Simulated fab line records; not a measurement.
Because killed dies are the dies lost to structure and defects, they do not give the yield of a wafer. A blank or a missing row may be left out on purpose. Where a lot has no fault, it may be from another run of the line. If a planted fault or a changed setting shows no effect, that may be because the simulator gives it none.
Lot-split experiment ; flow sky130 ; 23 wafers read across 5 lots, on a route 708 steps long

== ABOUT THE SPLIT ==
At SKY_VIA4_CMP_02 (polishes SiO2), the setting leaveAboveRefNm was moved away from the recipe's 580 nm on 9 of the 23 wafers read, by -5.2% to +4.7%. The other wafers ran this setting at the recipe's value.

== FROM THE SPLIT TO THE READING: what the file shows between them, 4 steps ==
- SKY_VIA4_COAT_06: resist thk 1140 nm (also split here: spinRpm)
- SKY_VIA4_SOFTBAKE_07: time 60 s
- SKY_VIA4_EXPOSE_08: exposes mask VIM4, target cd 800 nm
- SKY_VIA4_DEVELOP_10: develop time 60 s

== THE READING ==
oesProductAu, in a.u., at SKY_VIA4_ETCH_12 (etches SiO2 in C4F8/O2/Ar, stops on TiN, target depth 580 nm). On this fab line, fault-free wafers typically give 0.926 a.u. with a standard deviation of 0.0048 a.u.

wafer;tool, chamber at the split;leaveAboveRefNm as run, nm;against the recipe;oesProductAu, a.u.;against lot-mates on the recipe
L074.1;cmp-02, 2;580;recipe;0.919;-
L074.2;cmp-02, 0;580;recipe;0.932;-
L074.3;cmp-02, 3,0;549.7;-5.2%;0.892;-0.033
L074.4;cmp-02, 1;549.7;-5.2%;0.890;-0.035
L074.5;cmp-02, 3,0;549.7;-5.2%;0.892;-0.033
L076.1;cmp-02, 1,3,0;580;recipe;0.931;-
L076.2;cmp-02, 3;580;recipe;0.939;-
L076.3;cmp-02, 0;580;recipe;0.926;-
L076.5;cmp-02, 1,3,0;580;recipe;0.926;-
L076.6;cmp-02, 1,3,0;580;recipe;0.925;-
L079.1;cmp-02, 1;580;recipe;0.929;-
L079.3;cmp-02, 3;580;recipe;0.929;-
L079.5;cmp-02, 0;580;recipe;0.917;-
L082.1;cmp-01, 1,0;607.5;+4.7%;0.953;+0.026
L082.2;cmp-01, 2;580;recipe;0.925;-
L082.4;cmp-01, 1,0;607.5;+4.7%;0.958;+0.031
L082.5;cmp-01, 2;607.5;+4.7%;0.950;+0.023
L082.6;cmp-01, 1;580;recipe;0.928;-
L084.1;cmp-02, 2;599.4;+3.3%;0.945;+0.018
L084.2;cmp-02, 1;599.4;+3.3%;0.947;+0.020
L084.4;cmp-02, 3;580;recipe;0.921;-
L084.5;cmp-02, 2;580;recipe;0.933;-
L084.6;cmp-02, 3;599.4;+3.3%;0.939;+0.012
The file does not say which wafer passed through which chamber wherever a row lists several chambers: such a row stands for several wafers.

FIT RESULTS
A straight line over all 23 wafers: oesProductAu changes by +0.0061 a.u. for each +1% of leaveAboveRefNm; r = +0.96; the points scatter about the line by 0.0052 a.u.
The same after taking each lot's own level away (the mean of its wafers on the recipe; 23 wafers): +0.006 a.u. for each +1%; r = +0.96; scatter 0.0049 a.u.
The reading moves by 0.031 a.u. for the largest change in leaveAboveRefNm, on that fit.
From 0.9250 to 0.9294 a.u.: that is the span of the lots' own levels, equal to 0.9 times the standard deviation above.
So the lot-to-lot level changes the slope little: the two slopes agree.
Check: for one of the wafers moved furthest among these (-5.2%), held out of the fit, the line's prediction against its lot-mates is -0.032 a.u. It came out at -0.0335 a.u. against them.

== FURTHER SPLITS ON THESE WAFERS ==
Note: prior to the reading, these wafers also went through further splits. Each is held against what the fit with the lots' levels taken away leaves over:
other split on the same wafers;wafers away from the commonest value;r with oesProductAu (lot level and that fit taken away)
SKY_METAL4_METAL_ETCH_18 overEtchFrac;6;-0.02
SKY_VIA4_COAT_06 spinRpm;11;-0.35

== THE WHOLE CHAIN: every reading that the file lists as answering this split, in the file's order ==
step;what it does;reading;change (the file's fit);r (the file's)
SKY_VIA4_CMP_02;polishes SiO2;SiO2_of_VIA4_HDPCVD_00.thkNm (the simulator's own value, which no gauge read);+5.81 nm for each +1% of the setting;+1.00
SKY_VIA4_ETCH_12;etches SiO2 in C4F8/O2/Ar, stops on TiN, target depth 580 nm;oesProductAu;+0.00602 a.u. for each +1% of the setting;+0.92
SKY_VIA4_ETCH_12;etches SiO2 in C4F8/O2/Ar, stops on TiN, target depth 580 nm;VIA4.featureDepthNm (the simulator's own value, which no gauge read);+5.81 nm for each +1% of the setting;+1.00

== FILE'S OWN FIT ==
oesProductAu changes by +0.00602 a.u. for each +1% of leaveAboveRefNm, r = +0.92.
